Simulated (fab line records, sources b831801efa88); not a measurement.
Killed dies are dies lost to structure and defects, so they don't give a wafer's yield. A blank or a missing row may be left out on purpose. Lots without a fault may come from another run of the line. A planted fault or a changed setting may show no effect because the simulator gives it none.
fab line records | flow sky130
record lots=5 wafers=15 last_day=49
route steps=708 shown VIA4@650 METAL5@661 PAD_OPEN@708
lots that met no fault: from a run of the same line without faults
start_h: hours from the record's first day to the start of the lot's first wafer shown | wait_h: hours since the lot's step before | " the same as in the row above | L1.1+2: a row that stands for several wafers | - no value, or no start given | * or withheld: withheld | < > ~ a bound
route shown NAME@n: a module of which the file shows steps, and the number in the route of the first | usual: mean/standard deviation of fault-free wafers | same: alike in all rows | chamber/n: place in a boat | sites: the reading at each site | _std_site: their standard deviation | _edge_site: outer sites' mean less inner sites' | radius_mm: how far each site lies from the wafer's centre | mask NAME#n: copy n | behind: the tool/chamber that last shaped the wafer | hold: why the lot was held/for how many hours/how that ended | device: the transistor (n, p or np) that didn't switch | end of line: the same wafers' tests at the end of the route | a step without rows: its recipe alone | killed: dies lost to structure and defects at the first sort, not the wafer's yield | map: a wafer's dies, x killed, . not, _ none there
set.NAME: the setting as run; set.NAME@STEP: as run at that earlier step | model.NAME: the simulator's own value behind a step, which no gauge read
lots at some steps of the route; a table a step, a row a wafer
services: from which hour (start_h, from the record's first day; less than 0 if before it) a tool's chamber was out of use, for how many hours, and why
## steps
# step SKY_VIA4_OVL_MEAS_11
# usual VIA4_OVL=0.0/1.7
# columns lot.wafer tool chamber start_h wait_h VIA4_OVL[nm]
L370.1 overlay-01 - 1015.94 0.1 0.5
L370.4 " - " " 0.6
L370.6 " - " " -3.4
L379.1 overlay-01 - 1079.73 0.1 0.4
L379.5 " - " " 2.7
L379.6 " - " " 1.0
L380.4 overlay-02 - 1083.25 0.1 2.7
L380.5 " - " " 0.2
L380.6 " - " " 1.3
L386.2 overlay-02 - 1116.58 0.1 0.9
L386.4 " - " " -0.8
L386.5 " - " " 0.3
L388.1 overlay-02 - 1130.03 0.1 -0.1
L388.3 " - " " 1.6
L388.4 " - " " -0.1
# step SKY_VIA4_ETCH_12
# recipe target=SiO2 chemistry=C4F8/O2/Ar stop_on=TiN mask_material=NOVOLAK source_w=1500 bias_w=1200 pressure_mtorr=40 c4f8_flow_sccm=withheld O2_flow_sccm=6 Ar_flow_sccm=300 time_s=withheld target_depth_a=5800
# usual bias_w=1200/3.4 oes_product_au=0.925/0.005
# columns lot.wafer tool chamber start_h wait_h bias_w oes_product_au
L370.1 rie_diel-04 3 1015.98 0.0 1199 0.926
L370.4 " 2 " " 1197 0.924
L370.6 " 1 " " 1206 0.926
L379.1 rie_diel-02 3 1079.76 0.0 1200 0.917
L379.5 " 3 " " 1202 0.920
L379.6 " 1 " " 1200 0.934
L380.4 rie_diel-02 3 1083.30 0.0 1201 0.921
L380.5 " 1 " " 1195 0.925
L380.6 " 0 " " 1202 0.928
L386.2 rie_diel-02 1 1116.61 0.0 1203 0.932
L386.4 " 1 " " 1206 0.920
L386.5 " 3 " " 1198 0.932
L388.1 rie_diel-04 0 1130.06 0.0 1198 0.919
L388.3 " 1 " " 1200 0.921
L388.4 " 3 " " 1208 0.921
# step SKY_VIA4_STRIP_13
# recipe chemistry=O2/N2 power_w=1400 pressure_mtorr=1500 platen_temp_c=withheld o2_flow_sccm=3000 n2_flow_sccm=300 overash_fraction=0.5
# step SKY_VIA4_STRIP_14
# recipe chemistry=post_etch_residue_remover time_s=1200 temp_c=72.5
# step SKY_VIA4_CLEAN_15
# recipe chemistry=IPA time_s=180 temp_c=25
# step SKY_VIA4_CLEAN_16
# recipe chemistry=O3/DIW dry=n2_spin
# step SKY_VIA4_SPUTTER_17
# recipe material=TiN target_thk_nm=20 chamber_pressure_pa=5 power_w=4000 time_s=80
# usual chamber_pressure_pa=5.001/0.011 throttle_valve_pct=30.2/0.88
# columns lot.wafer tool chamber start_h wait_h chamber_pressure_pa throttle_valve_pct
L370.1 pvd_sputter-03 - 1016.65 0.0 4.992 31.5
L370.4 " - " " 5.000 30.2
L370.6 " - " " 4.993 30.5
L379.1 pvd_sputter-02 - 1080.43 0.0 5.001 30.6
L379.5 " - " " 4.993 29.9
L379.6 " - " " 4.996 30.4
L380.4 pvd_sputter-02 - 1083.96 0.0 5.000 31.0
L380.5 " - " " 5.011 29.8
L380.6 " - " " 5.009 30.3
L386.2 pvd_sputter-03 - 1117.28 0.0 4.998 31.1
L386.4 " - " " 4.992 29.4
L386.5 " - " " 5.000 30.9
L388.1 pvd_sputter-03 - 1130.73 0.0 4.996 30.6
L388.3 " - " " 5.002 31.5
L388.4 " - " " 5.000 30.5
# step SKY_VIA4_CVD_18
# recipe material=W target_thk_nm=505 time_s=152.14 temp_c=400 pressure_torr=40
# usual heater_power_w=964/84
# columns lot.wafer tool chamber start_h wait_h heater_power_w
L370.1 cvd_w-01 0 1016.71 0.0 924
L370.4 " 0 " " 965
L370.6 " 1 " " 804
L379.1 cvd_w-02 1 1080.49 0.0 1014
L379.5 " 0 " " 1000
L379.6 " 1 " " 1035
L380.4 cvd_w-02 1 1084.04 0.1 993
L380.5 " 0 " " 1038
L380.6 " 1 " " 1003
L386.2 cvd_w-02 0 1117.34 0.0 1034
L386.4 " 0 " " 1010
L386.5 " 1 " " 1027
L388.1 cvd_w-02 0 1130.79 0.0 1014
L388.3 " 0 " " 1056
L388.4 " 1 " " 1021
# step SKY_VIA4_RS_MEAS_19
# recipe thk_meas_gauge=four-point-probe reads=W_of_VIA4_CVD_18+TiN_of_VIA4_SPUTTER_17
# usual VIA4_W_RS=0.2250/0.0024
# columns lot.wafer tool chamber start_h wait_h VIA4_W_RS[ohm/sq]
L370.1 film_metro-02 - 1016.87 0.1 0.2276
L370.4 " - " " 0.2279
L370.6 " - " " 0.2307
L379.1 film_metro-03 - 1080.64 0.1 0.2194
L379.5 " - " " 0.2245
L379.6 " - " " 0.2223
L380.4 film_metro-02 - 1084.20 0.1 0.2261
L380.5 " - " " 0.2279
L380.6 " - " " 0.2276
L386.2 film_metro-01 - 1117.52 0.1 0.2248
L386.4 " - " " 0.2239
L386.5 " - " " 0.2223
L388.1 film_metro-03 - 1130.95 0.1 0.2266
L388.3 " - " " 0.2263
L388.4 " - " " 0.2237
# step SKY_VIA4_THK_MEAS_20
# recipe thk_meas_gauge=xrf reads=W_of_VIA4_CVD_18
# usual VIA4_W_THK=510/7
# columns lot.wafer tool chamber start_h wait_h VIA4_W_THK[nm]
L370.1 film_metro-02 - 1016.99 0.1 507
L370.4 " - " " 502
L370.6 " - " " 494
L379.1 film_metro-03 - 1080.76 0.1 518
L379.5 " - " " 506
L379.6 " - " " 511
L380.4 film_metro-02 - 1084.29 0.1 506
L380.5 " - " " 499
L380.6 " - " " 502
L386.2 film_metro-01 - 1117.63 0.1 505
L386.4 " - " " 509
L386.5 " - " " 517
L388.1 film_metro-03 - 1131.07 0.1 502
L388.3 " - " " 502
L388.4 " - " " 505
# step SKY_VIA4_CMP_21
# recipe stop_on=SiO2 t_overpolish_s=25 down_force_psi=3.5 platen_rpm=60 target_thk_nm=0 pad_velocity_m_s=0.94248
# usual motor_current_A=11.6/1.1 overpolish_run_s=25.000/0.0088 time_to_endpoint_s=123/3.7
# columns lot.wafer tool chamber start_h wait_h motor_current_A overpolish_run_s time_to_endpoint_s
L370.4 cmp-01 1 1017.10 0.1 11.0 24.997 118
L370.1 " 2 " " 10.2 25.004 117
L370.6 " 0 " " 12.3 24.994 118
L379.1 cmp-02 0 1080.97 0.2 12.5 25.010 125
L379.6 " 0 " " 12.2 25.007 123
L379.5 " 1 " " 11.7 24.997 129
L380.4 cmp-01 0 1084.37 0.1 11.7 25.000 121
L380.6 " 3 " " 10.4 25.008 122
L380.5 " 0 " " 12.8 25.002 126
L386.2 cmp-01 0 1117.78 0.1 13.3 25.008 126
L386.4 " 1 " " 11.1 25.002 127
L386.5 " 2 " " 10.2 25.013 126
L388.4 cmp-02 3 1131.18 0.1 11.5 25.021 125
L388.1 " 0 " " 12.1 25.011 118
L388.3 " 1 " " 11.6 24.999 120
# step SKY_METAL5_SPUTTER_00
# recipe material=Ti target_thk_nm=15 power_w=3000 time_s=10 chamber_pressure_pa=0.4
# usual chamber_pressure_pa=0.4001/0.00084 throttle_valve_pct=30.0/0.96
# columns lot.wafer tool chamber start_h wait_h chamber_pressure_pa throttle_valve_pct
L370.1 pvd_sputter-04 - 1017.35 0.1 0.3991 30.4
L370.4 " - " " 0.3983 30.3
L370.6 " - " " 0.4002 29.9
L379.1 pvd_sputter-03 - 1081.27 0.2 0.4012 30.7
L379.5 " - " " 0.4008 31.5
L379.6 " - " " 0.4001 29.4
L380.4 pvd_sputter-01 - 1084.62 0.2 0.4005 30.0
L380.5 " - " " 0.3986 30.7
L380.6 " - " " 0.3999 30.0
L386.2 pvd_sputter-01 - 1117.98 0.1 0.3979 29.1
L386.4 " - " " 0.3988 30.7
L386.5 " - " " 0.3990 27.9
L388.1 pvd_sputter-04 - 1131.43 0.1 0.3983 29.1
L388.3 " - " " 0.4002 30.0
L388.4 " - " " 0.3998 30.4
# step SKY_METAL5_SPUTTER_01
# recipe material=TiN target_thk_nm=20 power_w=6500 time_s=16.7 chamber_pressure_pa=0.4
# usual chamber_pressure_pa=0.4000/0.00079 throttle_valve_pct=30.0/0.93
# columns lot.wafer tool chamber start_h wait_h chamber_pressure_pa throttle_valve_pct
L370.1 pvd_sputter-04 - 1017.37 0.0 0.4003 30.6
L370.4 " - " " 0.4008 30.4
L370.6 " - " " 0.3990 30.1
L379.1 pvd_sputter-03 - 1081.30 0.0 0.4000 30.7
L379.5 " - " " 0.4001 31.3
L379.6 " - " " 0.4000 29.2
L380.4 pvd_sputter-01 - 1084.64 0.0 0.4006 29.7
L380.5 " - " " 0.4007 30.9
L380.6 " - " " 0.4005 29.6
L386.2 pvd_sputter-01 - 1118.00 0.0 0.3996 29.2
L386.4 " - " " 0.4009 30.7
L386.5 " - " " 0.4192 27.0
L388.1 pvd_sputter-04 - 1131.45 0.0 0.4002 29.0
L388.3 " - " " 0.4008 30.3
L388.4 " - " " 0.4012 30.3
# step SKY_METAL5_SPUTTER_02
# recipe material=AlCu target_thk_nm=1150 power_w=10600 time_s=61.2 chamber_pressure_pa=0.4
# step SKY_PAD_OPEN_PROBE_99
# usual defect_limited_yield=82.4/1.8 killed_at_M0_to_M3=44/7.2 killed_at_M4_up=3.5/1.8 killed_at_contacts=25/5.1 killed_at_front_end=14/4.4 killed_at_other=0.4/0.58 killed_dies=87/9.1 killed_open=48/6.9 killed_short=38/6.3 sort_bin_3_pad_short=0.9/0.43 sort_bin_5_function=10.5/1.5 sort_bin_6_memory=6.3/1.1 sort_n_pass=405/9.1 sort_yield_pct=82.4/1.8
# same gross_dies=492 killed_at_back_side=0 sort_bin_4_leakage[%]=0 sort_bin_8_speed[%]=0
# columns lot.wafer tool chamber start_h wait_h defect_limited_yield[%] killed_at_M0_to_M3 killed_at_M4_up killed_at_contacts killed_at_front_end killed_at_other killed_dies killed_open killed_short sort_bin_3_pad_short[%] sort_bin_5_function[%] sort_bin_6_memory[%] sort_n_pass sort_yield_pct[%]
L370.1 prober-02 - 1086.98 0.1 82.9 46 2 22 14 0 84 41 43 1.4 10.4 5.3 408 82.9
L370.4 prober-02 - 1087.13 0.2 81.1 45 2 18 28 0 93 47 46 0.2 12.4 6.3 399 81.1
L370.6 prober-02 - 1087.23 0.2 80.5 49 2 25 20 0 96 53 43 0.8 12.8 5.9 396 80.5
L380.4 prober-01 - 1147.21 0.2 80.9 39 2 32 21 0 94 55 39 1.8 10.8 6.5 398 80.9
L380.5 prober-01 - 1147.26 0.2 84.1 33 2 22 19 2 78 42 36 0.8 8.7 6.3 414 84.1
L380.6 prober-01 - 1147.31 0.2 84.3 42 3 19 13 0 77 40 36 0.6 10.8 4.3 415 84.3
L388.1 prober-01 - 1187.65 0.1 82.9 43 2 18 19 2 84 38 45 1.0 9.8 6.3 408 82.9
L388.3 prober-01 - 1187.75 0.2 82.1 38 5 29 16 0 88 54 33 1.8 11.6 4.5 404 82.1
L388.4 prober-01 - 1187.80 0.2 82.5 47 4 25 10 0 86 47 39 0.8 10.4 6.3 406 82.5
# killed by level:class
L370.1 VIA1:geometric_particle:open=11 CONTACT:geometric_particle:open=10 METAL1:geometric_particle:short=9 FIELD_ISO:geometric_particle:short=7 LI_CONTACT:geometric_particle:open=5 METAL3:geometric_particle:short=5 METAL2:geometric_particle:short=5 FIELD_ISO:geometric_particle:open=4
L370.4 VIA1:geometric_particle:open=11 FIELD_ISO:geometric_particle:short=7 POLY_GATE:geometric_particle:short=7 METAL2:geometric_particle:short=7 VIA3:geometric_particle:open=7 FIELD_ISO:geometric_particle:open=6 CONTACT:geometric_particle:open=6 METAL1:geometric_particle:short=5
L370.6 CONTACT:geometric_particle:open=10 VIA3:geometric_particle:open=9 VIA2:geometric_particle:open=8 METAL1:geometric_particle:short=7 VIA1:geometric_particle:open=7 METAL2:geometric_particle:short=6 LI_CONTACT:geometric_particle:open=6 FIELD_ISO:geometric_particle:short=5
L380.4 CONTACT:geometric_particle:open=13 VIA1:geometric_particle:open=11 LI_CONTACT:geometric_particle:open=9 METAL1:geometric_particle:short=9 FIELD_ISO:geometric_particle:short=8 POLY_GATE:geometric_particle:open=6 CONTACT:geometric_particle:short=6 VIA2:geometric_particle:open=5
L380.5 LI_CONTACT:geometric_particle:open=8 METAL2:geometric_particle:short=7 VIA2:geometric_particle:open=7 FIELD_ISO:geometric_particle:open=6 CONTACT:geometric_particle:open=6 POLY_GATE:geometric_particle:short=5 CONTACT:geometric_particle:short=5 METAL1:geometric_particle:short=5
L380.6 VIA1:geometric_particle:open=9 LI_CONTACT:geometric_particle:open=8 METAL1:geometric_particle:short=8 METAL2:geometric_particle:short=8 VIA2:geometric_particle:open=7 FIELD_ISO:geometric_particle:open=3 POLY_GATE:geometric_particle:open=3 POLY_GATE:geometric_particle:short=3
L388.1 FIELD_ISO:geometric_particle:short=7 CONTACT:geometric_particle:open=7 VIA2:geometric_particle:open=7 METAL1:geometric_particle:short=6 VIA1:geometric_particle:open=6 FIELD_ISO:geometric_particle:open=5 METAL2:geometric_particle:short=5 CONTACT:geometric_particle:short=4
L388.3 VIA1:geometric_particle:open=10 CONTACT:geometric_particle:open=9 LI_CONTACT:geometric_particle:open=9 VIA3:geometric_particle:open=6 METAL2:geometric_particle:short=5 VIA2:geometric_particle:open=5 FIELD_ISO:geometric_particle:short=4 LOCAL_INTERCONNECT:geometric_particle:short=4
L388.4 VIA3:geometric_particle:open=10 CONTACT:geometric_particle:open=9 VIA1:geometric_particle:short=7 VIA1:geometric_particle:open=7 VIA2:geometric_particle:open=7 FIELD_ISO:geometric_particle:short=5 LI_CONTACT:geometric_particle:open=5 METAL1:geometric_particle:short=5
## services
# columns tool chamber start_h hours kind
rie_diel-04 2 998.71 12.8 repair
cmp-02 - 999.34 0.9 repair
pvd_sputter-04 - 1011.24 4.4 repair
rie_diel-04 - 1011.29 0.9 repair
pvd_sputter-04 - 1016.66 0.5 repair
cmp-01 - 1028.15 6.8 pm
pvd_sputter-03 - 1032.92 2.4 repair
pvd_sputter-03 - 1033.82 6.5 repair
cmp-02 - 1035.08 5.7 pm
rie_diel-02 - 1039.33 0.6 repair
cmp-02 - 1041.41 0.3 repair
pvd_sputter-02 - 1044.55 0.5 repair
rie_diel-02 3 1049.67 6.0 repair
rie_diel-02 2 1055.51 132.0 repair
pvd_sputter-01 - 1056.92 4.1 repair
rie_diel-02 1 1057.29 6.6 repair
cvd_w-02 - 1067.12 2.8 pm
rie_diel-04 0 1074.72 2.0 repair
cmp-02 - 1087.81 4.0 pm
rie_diel-04 2 1094.67 14.6 repair
pvd_sputter-04 - 1103.35 14.7 repair
pvd_sputter-01 - 1109.91 2.4 repair
pvd_sputter-03 - 1117.58 3.7 repair
cvd_w-02 - 1128.31 0.7 repair
## key
first_sign step=SKY_METAL5_SPUTTER_01 reading=chamber_pressure_pa direction=up sigmas=24 usual=0.4000 struck=0.4192
effect none on later readings
met_at SKY_METAL5_SPUTTER_01
struck_wafers L386.5
fault kind=process_parameter_drift tool=pvd_sputter-01 chamber=- onset_h=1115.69 steps=SKY_METAL5_SPUTTER_01 channel=chamber_pressure_pa offset=0.020583 shape=step end_h=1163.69 acts_in=these_recipes_only stated=0.4 scope=struck_wafers_only
